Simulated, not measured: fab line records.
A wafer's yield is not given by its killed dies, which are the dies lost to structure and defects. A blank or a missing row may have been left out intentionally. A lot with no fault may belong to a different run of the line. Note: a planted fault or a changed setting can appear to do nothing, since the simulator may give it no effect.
A single fault, viewed from 2 desks | flow sky130 | what lay behind the numbers comes last; until then each desk has only its own

== AT THE METROLOGY DESK ==
Lot by lot, what the gauges showed, no matter which tool ran the lot: averages of those sampled wafers that carry a number. Any lot whose mean is over 4 standard deviations away from the usual mean is out of limits and marked OUT; that distance is given in the brackets.
Columns: A = LOCAL_INTERCONNECT_TIN_RS at SKY_LOCAL_INTERCONNECT_RS_MEAS_01, usual 14.23 ohm/sq; B = LOCAL_INTERCONNECT_TIN_THK at SKY_LOCAL_INTERCONNECT_THK_MEAS_02, usual 100.3 nm
lot  | first seen here | A                | B
L193 | day 28 21:24    | 14.24            | 100.2
L194 | day 29 07:23    | 14.32            | 99.8
L197 | day 30 12:22    | 14.16            | 100.5
L196 | day 30 15:49    | 13.54 (-4.0) OUT | 105.2 (+4.5) OUT
L199 | day 31 11:27    | 13.43 (-4.7) OUT | 105.8 (+5.0) OUT
L208 | day 34 00:31    | 14.38            | 99.8
L209 | day 34 09:22    | 14.39            | 99.5
L210 | day 34 18:03    | 14.48            | 98.8
L211 | day 34 20:45    | 14.37            | 99.5
L212 | day 35 11:25    | 14.41            | 99.1
L213 | day 35 18:43    | 14.03            | 101.7
L214 | day 36 07:40    | 14.03            | 101.3
L215 | day 36 15:54    | 14.26            | 99.7
Per this desk, out of limits: L196, L199; the first was L196, day 30 15:49 (LOCAL_INTERCONNECT_TIN_RS at SKY_LOCAL_INTERCONNECT_RS_MEAS_01). In limits: L193, L194, L197, L208, L209, L210, L211, L212, L213, L214, L215.

== THE TOOL OWNER'S DESK: pvd-sputter-02 ==
The tool's own readings at SKY_LOCAL_INTERCONNECT_SPUTTER_00 (material TiN, target thk 100 nm, time 83.3 s): means of the sampled wafers that have a number, for each lot that ran on this tool. Any lot whose mean is over 4 standard deviations away from the usual mean is out of limits and marked OUT; that distance is given in the brackets.
Columns: A = throttle-valve-pct at SKY_LOCAL_INTERCONNECT_SPUTTER_00, usual 30.1 %
lot  | first seen here | A
L194 | day 29 07:19    | 30.0
L197 | day 30 12:19    | 28.7
L196 | day 30 15:46    | 28.8
L199 | day 31 11:23    | 28.9
L209 | day 34 09:17    | 30.5
L210 | day 34 17:59    | 30.0
L215 | day 36 15:50    | 30.0
Result from this desk: across the 7 lots, nothing is out of limits.

== BROUGHT TOGETHER ==
The metrology desk could have raised an alarm at day 30 15:49, on L196, L199.
Nothing out of limits was seen by the tool owner's desk.
Tool owner's desk: L196, L199 on record, inside its limits.
SKY_LOCAL_INTERCONNECT_SPUTTER_00 was run on pvd-sputter-02 by each of the lots named.

== WHAT WAS PUT IN BY THE SIMULATOR ==
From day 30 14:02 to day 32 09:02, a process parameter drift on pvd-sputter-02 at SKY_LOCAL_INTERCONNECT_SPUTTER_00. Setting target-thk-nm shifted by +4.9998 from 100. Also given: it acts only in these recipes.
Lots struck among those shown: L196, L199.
Hours from the fault's start to each desk's first reading out of limits: the metrology desk, 2.
